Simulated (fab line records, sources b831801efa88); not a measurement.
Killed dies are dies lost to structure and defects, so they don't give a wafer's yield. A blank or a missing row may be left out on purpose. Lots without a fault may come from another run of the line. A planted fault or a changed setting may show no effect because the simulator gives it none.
fab line records | flow sky130 | part 2 of 2: steps 40 to 44 of 44
record lots=6 wafers=18 last_day=50
route steps=708 shown LDD_LDN@292 SPACER@304 POLY_CUT@307 SD_P@320 RES_XHIGH@332 SALICIDE@361 PAD_OPEN@708
lots that met no fault: from a run of the same line without faults
start_h: hours from the record's first day to the start of the lot's first wafer shown | wait_h: hours since the lot's step before | " the same as in the row above | L1.1+2: a row that stands for several wafers | - no value, or no start given | * or withheld: withheld | < > ~ a bound
route shown NAME@n: a module of which the file shows steps, and the number in the route of the first | usual: mean/standard deviation of fault-free wafers | same: alike in all rows | chamber/n: place in a boat | sites: the reading at each site | _std_site: their standard deviation | _edge_site: outer sites' mean less inner sites' | radius_mm: how far each site lies from the wafer's centre | mask NAME#n: copy n | behind: the tool/chamber that last shaped the wafer | hold: why the lot was held/for how many hours/how that ended | device: the transistor (n, p or np) that didn't switch | end of line: the same wafers' tests at the end of the route | a step without rows: its recipe alone | killed: dies lost to structure and defects at the first sort, not the wafer's yield | map: a wafer's dies, x killed, . not, _ none there
set.NAME: the setting as run; set.NAME@STEP: as run at that earlier step | model.NAME: the simulator's own value behind a step, which no gauge read
lots at some steps of the route; a table a step, a row a wafer
services: from which hour (start_h, from the record's first day; less than 0 if before it) a tool's chamber was out of use, for how many hours, and why
## steps
# step SKY_SD_P_TW_MEAS_11
# usual SD_P_TW=2821/29
# columns lot.wafer tool chamber start_h wait_h SD_P_TW
L592.2 film_metro-04 - 595.25 0.1 2795
L592.3 " - " " 2798
L592.4 " - " " 2791
L599.1 film_metro-03 - 651.86 0.1 2806
L599.2 " - " " 2844
L599.4 " - " " 2824
L598.2 film_metro-03 - 654.33 0.1 2822
L598.3 " - " " 2847
L598.6 " - " " 2829
L600.1 film_metro-02 - 671.59 0.1 2864
L600.2 " - " " 2880
L600.5 " - " " 2859
L612.1 film_metro-04 - 760.34 0.1 2797
L612.5 " - " " 2780
L612.6 " - " " 2789
L613.1 film_metro-03 - 762.34 0.1 2836
L613.2 " - " " 2815
L613.6 " - " " 2857
# step SKY_RES_XHIGH_DEHYDRATE_00
# recipe temp_c=200 time_s=60
# step SKY_RES_XHIGH_HMDS_01
# recipe prime_time_s=60 prime_temp_c=120
# step SKY_SALICIDE_CLEAN_00
# recipe chemistry=HF-last time_s=30 dilution=100:1 dry=ipa_marangoni
# columns lot.wafer tool chamber start_h wait_h model.Si3N4_of_SPACER_CVD_00.thk_nm
L592.2 wet_bench-01 3 654.49 0.1 42.01
L592.3 " 3 " " 41.94
L592.4 " 3 " " 42.02
L599.1 wet_bench-01 3 709.58 0.1 42.34
L599.2 " 3 " " 42.64
L599.4 " 3 " " 42.05
L598.2 wet_bench-01 1 711.49 0.1 42.52
L598.3 " 1 " " 43.01
L598.6 " 1 " " 42.37
L600.1 wet_bench-01 1 727.28 0.1 42.16
L600.2 " 1 " " 42.41
L600.5 " 1 " " 42.57
L612.1 wet_bench-03 1 813.83 0.1 51.2
L612.5 " 1 " " 51.4
L612.6 " 1 " " 50.89
L613.1 wet_bench-03 2 815.69 0.1 52.19
L613.2 " 2 " " 52.05
L613.6 " 2 " " 51.91
# step SKY_PAD_OPEN_PROBE_99
# columns lot.wafer tool chamber start_h wait_h model.etest.pfet_01v8.r_on_ohm_um model.etest.nfet_g5v0d10v5.r_on_ohm_um model.etest.sonos_uncharged.r_on_ohm_um model.etest.pfet_01v8.drive_ua_um model.etest.pfet_01v8_hvt.drive_ua_um model.etest.sram_pfet_latch.drive_ua_um model.etest.pfet_01v8_mvt.drive_ua_um model.etest.pfet_01v8_lvt.drive_ua_um
L592.2 prober-02 - 1086.25 0.1 2934 1934 816.5 190.1 141.5 135.4 149.6 175.9
L592.3 prober-02 - 1086.30 0.2 2959 1946 824 188.3 141.4 142.6 148.6 174.9
L592.4 prober-02 - 1086.35 0.2 2934 1908 813.1 190.2 140.9 142.5 149.4 176.9
L599.1 prober-02 - 1123.95 0.1 2826 1924 809.2 196.2 147.2 149.8 152.5 174.2
L599.2 prober-02 - 1124.00 0.1 2946 1910 820.9 188.6 140.5 142.6 147.8 171.9
L599.4 prober-02 - 1124.10 0.2 2824 1911 811.5 197.7 148 145.2 153 175.6
L598.2 prober-01 - 1124.49 0.1 2885 1954 828.7 193.6 143.4 148.9 149.9 176.2
L598.3 prober-01 - 1124.54 0.2 2993 1950 817.6 187.5 139.9 136.4 145.1 171.6
L598.6 prober-01 - 1124.69 0.2 2984 1956 816.9 187.4 140.1 141.1 145.8 171.2
L600.1 prober-02 - 1134.61 0.1 3011 1902 817.1 183.5 136.8 133.8 146.5 171.4
L600.2 prober-02 - 1134.66 0.1 2940 1883 826.3 188.9 140.2 139.9 148.9 175.8
L600.5 prober-02 - 1134.81 0.2 2988 1896 813.9 183 135.4 137.9 145.2 172.7
L612.1 prober-02 - 1191.69 0.1 3176 2017 884.3 176.5 129.6 126 142.4 165.9
L612.5 prober-02 - 1191.89 0.2 3192 1973 874 176.7 130.4 128.9 144.4 166.8
L612.6 prober-02 - 1191.94 0.2 3138 1974 869.9 178.4 133.6 131.3 145.8 170.8
L613.1 prober-01 - 1192.68 0.1 3195 2021 868 170.1 127.9 123.3 139.8 167.5
L613.2 prober-01 - 1192.73 0.1 3215 2005 869.7 172.1 127.2 128 140.7 166
L613.6 prober-01 - 1192.93 0.2 3217 1983 868.5 172.8 127.5 123.8 142.2 168.9
# killed by level:class
L592.2 CONTACT:geometric_particle:open=10 METAL1:geometric_particle:short=9 VIA1:geometric_particle:open=9 LI_CONTACT:geometric_particle:open=8 VIA3:geometric_particle:open=7 VIA2:geometric_particle:open=7 FIELD_ISO:geometric_particle:open=5 METAL2:geometric_particle:short=5
L592.3 CONTACT:geometric_particle:open=11 VIA3:geometric_particle:open=10 LI_CONTACT:geometric_particle:open=10 METAL1:geometric_particle:short=6 VIA1:geometric_particle:open=5 VIA2:geometric_particle:open=5 POLY_GATE:geometric_particle:open=4 METAL2:geometric_particle:short=4
L592.4 VIA1:geometric_particle:open=9 VIA3:geometric_particle:open=9 FIELD_ISO:geometric_particle:open=6 LI_CONTACT:geometric_particle:open=6 METAL1:geometric_particle:short=6 METAL2:geometric_particle:short=6 VIA3:geometric_particle:short=6 CONTACT:geometric_particle:short=5
L599.1 VIA1:geometric_particle:open=12 METAL1:geometric_particle:short=8 CONTACT:geometric_particle:open=7 VIA3:geometric_particle:open=7 VIA1:geometric_particle:short=6 LI_CONTACT:geometric_particle:open=5 METAL2:geometric_particle:short=5 FIELD_ISO:geometric_particle:open=4
L599.2 VIA2:geometric_particle:open=11 CONTACT:geometric_particle:open=9 VIA1:geometric_particle:short=7 VIA1:geometric_particle:open=7 FIELD_ISO:geometric_particle:open=6 METAL1:geometric_particle:short=6 FIELD_ISO:geometric_particle:short=5 LI_CONTACT:geometric_particle:open=5
L599.4 LI_CONTACT:geometric_particle:open=10 CONTACT:geometric_particle:open=9 VIA3:geometric_particle:open=9 VIA1:geometric_particle:open=9 VIA2:geometric_particle:open=8 FIELD_ISO:geometric_particle:open=6 FIELD_ISO:geometric_particle:short=5 CONTACT:geometric_particle:short=4
L598.2 VIA1:geometric_particle:open=10 LI_CONTACT:geometric_particle:open=5 METAL1:geometric_particle:short=5 FIELD_ISO:geometric_particle:open=4 FIELD_ISO:geometric_particle:short=4 POLY_GATE:geometric_particle:short=4 VIA2:geometric_particle:open=4 CONTACT:geometric_particle:short=4
L598.3 VIA2:geometric_particle:open=13 CONTACT:geometric_particle:open=10 METAL2:geometric_particle:short=10 VIA1:geometric_particle:open=8 LI_CONTACT:geometric_particle:open=7 CONTACT:geometric_particle:short=7 VIA1:geometric_particle:short=6 FIELD_ISO:geometric_particle:short=4
L598.6 VIA1:geometric_particle:open=12 CONTACT:geometric_particle:open=9 LI_CONTACT:geometric_particle:open=8 CONTACT:geometric_particle:short=7 FIELD_ISO:geometric_particle:open=6 METAL1:geometric_particle:short=6 METAL2:geometric_particle:short=6 VIA1:geometric_particle:short=5
L600.1 VIA1:geometric_particle:open=7 METAL2:geometric_particle:short=6 CONTACT:geometric_particle:open=6 VIA2:geometric_particle:open=6 FIELD_ISO:geometric_particle:open=4 POLY_GATE:geometric_particle:short=4 LI_CONTACT:geometric_particle:open=3 CONTACT:geometric_particle:short=3
L600.2 VIA1:geometric_particle:open=11 LI_CONTACT:geometric_particle:open=9 VIA2:geometric_particle:open=9 CONTACT:geometric_particle:open=6 VIA3:geometric_particle:open=6 CONTACT:geometric_particle:short=4 METAL2:geometric_particle:short=4 LOCAL_INTERCONNECT:geometric_particle:short=3
L600.5 CONTACT:geometric_particle:open=11 VIA2:geometric_particle:open=9 METAL1:geometric_particle:short=8 CONTACT:geometric_particle:short=7 VIA1:geometric_particle:open=6 VIA3:geometric_particle:open=6 LI_CONTACT:geometric_particle:open=5 LI_CONTACT:geometric_particle:short=5
## services
# columns tool chamber start_h hours kind
rie_diel-03 1 512.22 3.1 repair
plasma_asher-03 - 513.80 15.6 pm
rie_diel-01 2 530.14 4.4 repair
rie_diel-01 0 533.18 7.6 repair
lpcvd-02 - 535.13 14.6 pm
rie_diel-01 3 542.83 28.9 repair
rie_diel-01 2 558.36 4.7 repair
rie_diel-01 - 565.45 2.8 pm
lpcvd-02 - 614.14 6.0 pm
rie_diel-03 3 635.88 10.3 repair
rie_diel-01 3 636.98 7.7 repair
rie_diel-01 0 658.97 3.0 repair
rie_diel-01 - 663.97 15.6 pm
rie_diel-03 0 704.40 7.7 repair
rie_diel-01 3 718.70 6.3 repair
lpcvd-02 - 721.47 0.8 pm
plasma_asher-04 - 730.81 11.1 repair
plasma_asher-01 - 741.95 15.6 pm
plasma_asher-03 - 744.24 3.9 repair
plasma_asher-03 - 749.64 1.1 repair
plasma_asher-03 - 767.87 2.1 repair
rie_diel-03 1 777.33 9.7 repair
plasma_asher-03 - 786.20 2.8 pm
plasma_asher-03 - 814.89 5.7 repair
## key
first_sign step=SKY_SPACER_CVD_00 reading=susceptor_temp_C direction=up sigmas=30 usual=* struck=*
effect step=SKY_SPACER_CVD_00 reading=spike_tc_lower_C direction=up sigmas=9.6 usual=770.6 struck=780.5
effect step=SKY_SPACER_THK_MEAS_01 reading=SPACER_CVD_00_THK direction=up sigmas=18 usual=43.2 struck=52.6
effect step=SKY_SPACER_ETCHBACK_02 reading=oes_product_au direction=up sigmas=14 usual=0.857 struck=0.960
model_effect step=SKY_SPACER_CVD_00 value=Si3N4_of_SPACER_CVD_00.thk_nm without=43.49 struck=52.59
model_effect step=SKY_SPACER_ETCHBACK_02 value=etch.depth_nm without=43.49 struck=52.59
model_effect step=SKY_SALICIDE_CLEAN_00 value=Si3N4_of_SPACER_CVD_00.thk_nm without=42.51 struck=51.61
model_effect step=SKY_PAD_OPEN_PROBE_99 value=etest.pfet_01v8.r_on_ohm_um without=2916 struck=3189
met_at SKY_SPACER_CVD_00
struck_wafers L612.1,L612.5,L612.6,L613.1,L613.2,L613.6
sort_left_out L612.1,L612.5,L612.6,L613.1,L613.2,L613.6
tester_left_out L612,L613
onset_between 612.93 702.79
fault kind=process_parameter_drift tool=lpcvd-02 chamber=- onset_h=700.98 steps=SKY_SPACER_CVD_00 channel=temp_c offset=* shape=step end_h=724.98 acts_in=* stated=*
# tester_left_out: of these lots the tester's yield and bins aren't shown, on N5 and GAA mostly nor the transistor test; their killed dies are dies lost to structure and defects alone, not to doping, threshold or leakage, so they don't give the yield
# sort_left_out: the simulated sort isn't trusted on such a fault, so these wafers' sort isn't shown, and their yield isn't known
